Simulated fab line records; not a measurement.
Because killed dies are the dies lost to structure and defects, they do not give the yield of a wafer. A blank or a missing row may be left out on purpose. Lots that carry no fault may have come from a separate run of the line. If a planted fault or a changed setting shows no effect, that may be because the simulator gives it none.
Which of the tools did it? :: flow sky130 :: 13 lots with 36 wafers sampled at 4 steps, on a route of 708 steps

## WHAT THE GAUGES SHOWED, per wafer
SKY_PASSIVATION_THK_MEAS_03.
lot: L729
measured: day 44 11:57
on: film metro-01
PASSIVATION_CVD_02_THK (nm): 540 547 552

lot: L732
measured: day 45 04:49
on: film metro-01
PASSIVATION_CVD_02_THK (nm): 527 541 542

lot: L733
measured: day 45 09:07
on: film metro-01
PASSIVATION_CVD_02_THK (nm): 530 541 541

lot: L734
measured: day 45 12:52
on: film metro-01
PASSIVATION_CVD_02_THK (nm): 537 533 547

lot: L735
measured: day 45 16:02
on: film metro-01
PASSIVATION_CVD_02_THK (nm): 541 543

lot: L736
measured: day 46 05:55
on: film metro-02
PASSIVATION_CVD_02_THK (nm): 539 544 539

lot: L738
measured: day 46 10:04
on: film metro-02
PASSIVATION_CVD_02_THK (nm): 531 539 549

lot: L737
measured: day 46 14:23
on: film metro-03
PASSIVATION_CVD_02_THK (nm): 533 542

lot: L740
measured: day 46 21:05
on: film metro-01
PASSIVATION_CVD_02_THK (nm): 538 548 541

lot: L741
measured: day 47 10:28
on: film metro-03
PASSIVATION_CVD_02_THK (nm): 542 544 548

lot: L742
measured: day 47 19:07
on: film metro-03
PASSIVATION_CVD_02_THK (nm): 543 538 548

lot: L743
measured: day 47 23:29
on: film metro-02
PASSIVATION_CVD_02_THK (nm): 548 551

lot: L750
measured: day 49 09:39
on: film metro-01
PASSIVATION_CVD_02_THK (nm): 548 549 550

## EACH LOT AND THE TOOL THAT RAN IT (in order: tool; ch and the chambers of the sampled wafers; start)
lot: L729
SKY_CAPM_CVD_00: pecvd-02 ch 0,2, day 37 02:48
SKY_METAL5_SPUTTER_00: pvd sputter-01, day 43 12:28
SKY_PASSIVATION_CVD_02: pecvd-02 ch 0,1, day 44 11:43

lot: L732
SKY_CAPM_CVD_00: pecvd-02 ch 0,1, day 37 19:28
SKY_METAL5_SPUTTER_00: pvd sputter-04, day 44 05:31
SKY_PASSIVATION_CVD_02: pecvd-02 ch 0,2, day 45 04:34

lot: L733
SKY_CAPM_CVD_00: pecvd-01 ch 0,1, day 38 04:19
SKY_METAL5_SPUTTER_00: pvd sputter-01, day 44 10:26
SKY_PASSIVATION_CVD_02: pecvd-03 ch 0,1, day 45 08:52

lot: L734
SKY_CAPM_CVD_00: pecvd-04 ch 0,1, day 38 07:40
SKY_METAL5_SPUTTER_00: pvd sputter-02, day 44 14:04
SKY_PASSIVATION_CVD_02: pecvd-04 ch 0,1,2, day 45 12:38

lot: L735
SKY_CAPM_CVD_00: pecvd-04 ch 0,1, day 38 11:41
SKY_METAL5_SPUTTER_00: pvd sputter-04, day 44 18:19
SKY_PASSIVATION_CVD_02: pecvd-02 ch 0,2, day 45 15:47

lot: L736
SKY_CAPM_CVD_00: pecvd-02 ch 0,1,2, day 39 02:29
SKY_METAL5_SPUTTER_00: pvd sputter-04, day 45 07:31
SKY_PASSIVATION_CVD_02: pecvd-03 ch 0,1, day 46 05:41

lot: L738
SKY_CAPM_CVD_00: pecvd-02 ch 0,1,2, day 39 09:43
SKY_METAL5_SPUTTER_00: pvd sputter-01, day 45 11:47
SKY_PASSIVATION_CVD_02: pecvd-02 ch 0,1, day 46 09:43

lot: L737
SKY_CAPM_CVD_00: pecvd-04 ch 1,2, day 39 11:55
SKY_METAL5_SPUTTER_00: pvd sputter-02, day 45 15:55
SKY_PASSIVATION_CVD_02: pecvd-04 ch 1,2, day 46 14:10

lot: L740
SKY_CAPM_CVD_00: pecvd-02 ch 0,1,2, day 39 20:56
SKY_METAL5_SPUTTER_00: pvd sputter-02, day 45 22:44
SKY_PASSIVATION_CVD_02: pecvd-02 ch 0,2, day 46 20:50

lot: L741
SKY_CAPM_CVD_00: pecvd-01 ch 0,1,2, day 40 13:58
SKY_METAL5_SPUTTER_00: pvd sputter-04, day 46 12:52
SKY_PASSIVATION_CVD_02: pecvd-04 ch 0,1,2, day 47 10:20

lot: L742
SKY_CAPM_CVD_00: pecvd-04 ch 0,1, day 40 23:35
SKY_METAL5_SPUTTER_00: pvd sputter-02, day 46 22:17
SKY_PASSIVATION_CVD_02: pecvd-02 ch 0,1, day 47 18:53

lot: L743
SKY_CAPM_CVD_00: pecvd-01 ch 0,1, day 41 06:17
SKY_METAL5_SPUTTER_00: pvd sputter-02, day 47 02:52
SKY_PASSIVATION_CVD_02: pecvd-02 ch 1, day 47 23:14

lot: L750
SKY_CAPM_CVD_00: pecvd-02 ch 0,1, day 43 00:14
SKY_METAL5_SPUTTER_00: pvd sputter-04, day 48 14:19
SKY_PASSIVATION_CVD_02: pecvd-02 ch 0,1, day 49 09:25
- SKY_CAPM_CVD_00: deposits SiO2, target thk 15.5 nm.
- SKY_METAL5_SPUTTER_00: material Ti, target thk 15 nm, time 10 s.
- SKY_PASSIVATION_CVD_02: deposits Si3N4, target thk 540 nm.

## WHAT THE TOOLS THEMSELVES READ (means of the sampled wafers that have a number; where no wafer has one, the mark that the record gives instead)
SKY_CAPM_CVD_00.
lot: L729
tool: pecvd-02
heater power w (W): 655

lot: L732
tool: pecvd-02
heater power w (W): 670

lot: L733
tool: pecvd-01
heater power w (W): 678

lot: L734
tool: pecvd-04
heater power w (W): 668

lot: L735
tool: pecvd-04
heater power w (W): 706

lot: L736
tool: pecvd-02
heater power w (W): 720

lot: L738
tool: pecvd-02
heater power w (W): 743

lot: L737
tool: pecvd-04
heater power w (W): 691

lot: L740
tool: pecvd-02
heater power w (W): 717

lot: L741
tool: pecvd-01
heater power w (W): 769

lot: L742
tool: pecvd-04
heater power w (W): 729

lot: L743
tool: pecvd-01
heater power w (W): 700

lot: L750
tool: pecvd-02
heater power w (W): 782

SKY_METAL5_SPUTTER_00.
lot: L729
tool: pvd sputter-01
cathode dc power W (W): 2999.8
throttle valve pct (%): 30.3

lot: L732
tool: pvd sputter-04
cathode dc power W (W): 3000.6
throttle valve pct (%): 31.2

lot: L733
tool: pvd sputter-01
cathode dc power W (W): 3000.1
throttle valve pct (%): 29.2

lot: L734
tool: pvd sputter-02
cathode dc power W (W): 3000.2
throttle valve pct (%): 29.6

lot: L735
tool: pvd sputter-04
cathode dc power W (W): 3000.1
throttle valve pct (%): 30.9

lot: L736
tool: pvd sputter-04
cathode dc power W (W): 2999.8
throttle valve pct (%): 30.6

lot: L738
tool: pvd sputter-01
cathode dc power W (W): 2999.9
throttle valve pct (%): 30.5

lot: L737
tool: pvd sputter-02
cathode dc power W (W): 3000.4
throttle valve pct (%): 29.5

lot: L740
tool: pvd sputter-02
cathode dc power W (W): 2999.9
throttle valve pct (%): 29.8

lot: L741
tool: pvd sputter-04
cathode dc power W (W): 3000.4
throttle valve pct (%): 31.6

lot: L742
tool: pvd sputter-02
cathode dc power W (W): 3000.3
throttle valve pct (%): 29.2

lot: L743
tool: pvd sputter-02
cathode dc power W (W): 2999.8
throttle valve pct (%): 29.5

lot: L750
tool: pvd sputter-04
cathode dc power W (W): 2999.8
throttle valve pct (%): 31.3

SKY_PASSIVATION_CVD_02.
lot: L729
tool: pecvd-02
heater power w (W): 666

lot: L732
tool: pecvd-02
heater power w (W): 613

lot: L733
tool: pecvd-03
heater power w (W): 704

lot: L734
tool: pecvd-04
heater power w (W): 724

lot: L735
tool: pecvd-02
heater power w (W): 669

lot: L736
tool: pecvd-03
heater power w (W): 738

lot: L738
tool: pecvd-02
heater power w (W): 780

lot: L737
tool: pecvd-04
heater power w (W): 610

lot: L740
tool: pecvd-02
heater power w (W): 664

lot: L741
tool: pecvd-04
heater power w (W): 677

lot: L742
tool: pecvd-02
heater power w (W): 697

lot: L743
tool: pecvd-02
heater power w (W): 752

lot: L750
tool: pecvd-02
heater power w (W): 720

## THE ANSWER, worked out from the rows above alone
Rule: what is usual is taken from the lots themselves. The widest of any qualifying gaps counts: lots, ordered by their means at a reading, are off when they make up no more than a third of the lots, leave a main group of 4 or more, and stand apart from it by 3 or more times the standard deviation of that group's means. If all means in a main group match to the digits the tables above print for the reading, that group is not used. A lot without any number at a reading at which 4 lots or more have one is off too. All remaining lots with rows at the step are treated as sound. Order of review: gauges by route order, followed by the tools' own readings, for which a lot's mean as printed above is used. At the first step where some lot is off, the reading lying furthest off is the one used; lots without a number count as furthest.
Nothing can be told from this: no lot is off at any reading shown.

## WHAT THE SIMULATOR PUT IN
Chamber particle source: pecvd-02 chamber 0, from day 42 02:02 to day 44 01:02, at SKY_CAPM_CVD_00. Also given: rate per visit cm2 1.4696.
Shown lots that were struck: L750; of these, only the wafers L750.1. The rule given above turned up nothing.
